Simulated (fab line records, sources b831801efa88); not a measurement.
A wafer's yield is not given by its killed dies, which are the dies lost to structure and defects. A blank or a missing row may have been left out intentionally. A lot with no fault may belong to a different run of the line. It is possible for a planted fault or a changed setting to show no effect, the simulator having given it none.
Struck lot and sound lot, side by side :: flow sky130 :: 35 out of 708 route steps
Sound: the wafers L625.2, L625.3, L625.6. Struck: wafer L646.3 (L646.1, L646.5, from the same lot, were not struck and are left out); the cause is given at the end.
Order at every step that has rows: each side's tool, ch and its chambers, its first start. Under that, the readings that differ: sound wafers :: struck wafers :: difference of the means :: sigmas: that difference in standard deviations of wafers without a fault.
alike: readings whose means differ by less than 2 such deviations, and words and numbers that are the same on both sides. not compared: withheld readings, readings that some wafer has no value for, bounds like >300 that may hide the same value, and numbers for which the record gives no deviation and whose values overlap.
Wherever a step has rows on one side only, a row that says differs or no value, or a row with sigmas, the two part there. Numbers that don't overlap but have no deviation are shown without sigmas and don't part them. A reading missing from all wafers of one side parts the sides only when that side holds two or more wafers.

SKY_SD_P_CD_MEAS_07: target cd 380 nm.
  struck on cdSem-02, day 33 05:34; sound on cdSem-02, day 26 08:24
  alike: cdNm
SKY_SD_P_OVL_MEAS_08:
  struck on overlay-02, day 33 05:41; sound on overlay-01, day 26 08:30
  alike: SD_P_OVL
following that, these wafers have no rows for 1 step: SKY_SD_P_IMPLANT_09.
SKY_SD_P_STRIP_10: strips in O2/N2.
  sound on plasmaAsher-01 ch 0,1, day 26 08:41; struck on plasmaAsher-02 ch 0, day 33 05:52
  alike: drypumpMotorCurrentA, oesProductAu, stripTimeToEndpointS
  not compared: rfHoursCounterH
SKY_SD_P_TW_MEAS_11:
  struck on filmMetro-02, day 33 05:58; sound on filmMetro-04, day 26 08:47
reading: SD_P_TW
sound: 2777 2779 2777
struck: 2838
difference: +60
sigmas: +2
then, 7 steps without rows for these wafers: SKY_RES_XHIGH_DEHYDRATE_00 (time 60 s); SKY_RES_XHIGH_HMDS_01 (prime time 60 s); SKY_RES_XHIGH_COAT_02 (resist thk 1140 nm); SKY_RES_XHIGH_SOFTBAKE_03 (time 60 s); SKY_RES_XHIGH_EXPOSE_04 (exposes mask URPM, target cd 1270 nm); SKY_RES_XHIGH_PEB_05; SKY_RES_XHIGH_DEVELOP_06 (develop time 60 s).
SKY_RES_XHIGH_IMPLANT_07:
  sound on implanter-01 ch 0, day 27 14:34; struck on implanter-01 ch 0, day 34 08:31
  alike: endStationPressureTorr, tiltDeg
SKY_RES_XHIGH_STRIP_08: strips in O2/N2.
  sound on plasmaAsher-01 ch 0,1, day 27 14:42; struck on plasmaAsher-04 ch 1, day 34 08:40
reading: oesProductAu (a.u.)
sound: 0.705 0.707 0.709
struck: 0.717
difference: +0.010
sigmas: +2

reading: stripTimeToEndpointS (s)
sound: 14.29 14.29 14.25
struck: 14.13
difference: -0.15
sigmas: -3
  alike: drypumpMotorCurrentA
  not compared: rfHoursCounterH
SKY_RES_XHIGH_TW_MEAS_09:
  struck on filmMetro-04, day 34 08:46; sound on filmMetro-02, day 27 14:49
reading: RES_XHIGH_TW
sound: 1645 1655 1643
struck: 1556
difference: -92
sigmas: -5
then, 7 steps without rows for these wafers: SKY_SD_N_DEHYDRATE_00 (time 60 s); SKY_SD_N_HMDS_01 (prime time 60 s); SKY_SD_N_COAT_02 (resist thk 1140 nm); SKY_SD_N_SOFTBAKE_03 (time 60 s); SKY_SD_N_EXPOSE_04 (exposes mask NSDM, target cd 380 nm); SKY_SD_N_PEB_05; SKY_SD_N_DEVELOP_06 (develop time 60 s).
SKY_SD_N_CD_MEAS_07: target cd 380 nm.
  struck on cdSem-01, day 35 10:21; sound on cdSem-02, day 28 19:00
reading: cdNm (nm)
sound: 373.6 375.8 376.7
struck: 382.0
difference: +6.6
sigmas: +3
SKY_SD_N_OVL_MEAS_08:
  struck on overlay-02, day 35 10:28; sound on overlay-02, day 28 19:06
  alike: SD_N_OVL
then, 2 steps without rows for these wafers: SKY_SD_N_IMPLANT_09; SKY_SD_N_IMPLANT_10.
SKY_SD_N_STRIP_11: strips in O2/N2.
  sound on plasmaAsher-03 ch 0,1, day 28 19:26; struck on plasmaAsher-04 ch 0, day 35 10:48
reading: drypumpMotorCurrentA (A)
sound: 5.2 5.2 5.9
struck: 6.1
difference: +0.7
sigmas: +2
  alike: oesProductAu, stripTimeToEndpointS
  not compared: rfHoursCounterH
SKY_SD_N_TW_MEAS_12:
  struck on filmMetro-02, day 35 10:54; sound on filmMetro-04, day 28 19:32
  alike: SD_N_TW
then, 1 step without rows for these wafers: SKY_SD_N_CLEAN_13 (cleans in SC1/SC2, time 150 s).
SKY_SD_N_RTA_14: time 2 s.
  sound on rtpAnneal-02 ch 0, day 28 19:39; struck on rtpAnneal-01 ch 0, day 35 11:01
  alike: lampPowerPct, wafer_temp_C_max
SKY_SD_N_RS_MEAS_16: measurement is done with a four-point probe.
  struck on filmMetro-03, day 35 11:11; sound on filmMetro-02, day 28 19:50
  alike: SD_N_RS
SKY_SD_N_RS_MEAS_17: measurement is done with a four-point probe.
  struck on filmMetro-03, day 35 11:19; sound on filmMetro-02, day 28 19:58
  alike: SD_P_RS
SKY_SD_N_RS_MEAS_18: measurement is done with a four-point probe.
  struck on filmMetro-03, day 35 11:26; sound on filmMetro-02, day 28 20:05
reading: RES_XHIGH_RS (ohm/sq)
sound: 330.8 331.7 330.5
struck: 364.3
difference: +33.3
sigmas: +26
then, 1 step without rows for these wafers: SKY_SALICIDE_CLEAN_00 (cleans in HF-last, time 30 s).
-- the record jumps here: 16 days lie between the struck wafers' starts before and after (it left off in module SALICIDE and takes up again in module PAD_OPEN, whose first step shown is number 708 of the route) --
SKY_PAD_OPEN_PROBE_99:
  struck on prober-02, day 51 00:48; sound on prober-01, day 46 08:10
reading: killed_at_M0_to_M3
sound: 29 54 30
struck: 55
difference: +17
sigmas: +3

reading: killedDies
sound: 66 93 70
struck: 99
difference: +23
sigmas: +2

reading: killedOpen
sound: 36 45 39
struck: 55
difference: +15
sigmas: +2

reading: model.etest.resXhighPo.rsOhmSqRange
sound: 64.25 81.41 87.72
struck: 2318
difference: +2240
sigmas: 

reading: model.etest.resXhighPo.rsOhmSqRimLessCentre
sound: -48.9 -60.68 -80.75
struck: 585.6
difference: +649.0
sigmas: 
  alike: killed_at_M4_up, killedAtContacts, killedAtFrontEnd, killedAtOther, killedShort

## WHERE THEY PART
Earliest at SKY_SD_P_TW_MEAS_11; latest, in this record, at SKY_PAD_OPEN_PROBE_99.

WHY: what had been put in by the simulator
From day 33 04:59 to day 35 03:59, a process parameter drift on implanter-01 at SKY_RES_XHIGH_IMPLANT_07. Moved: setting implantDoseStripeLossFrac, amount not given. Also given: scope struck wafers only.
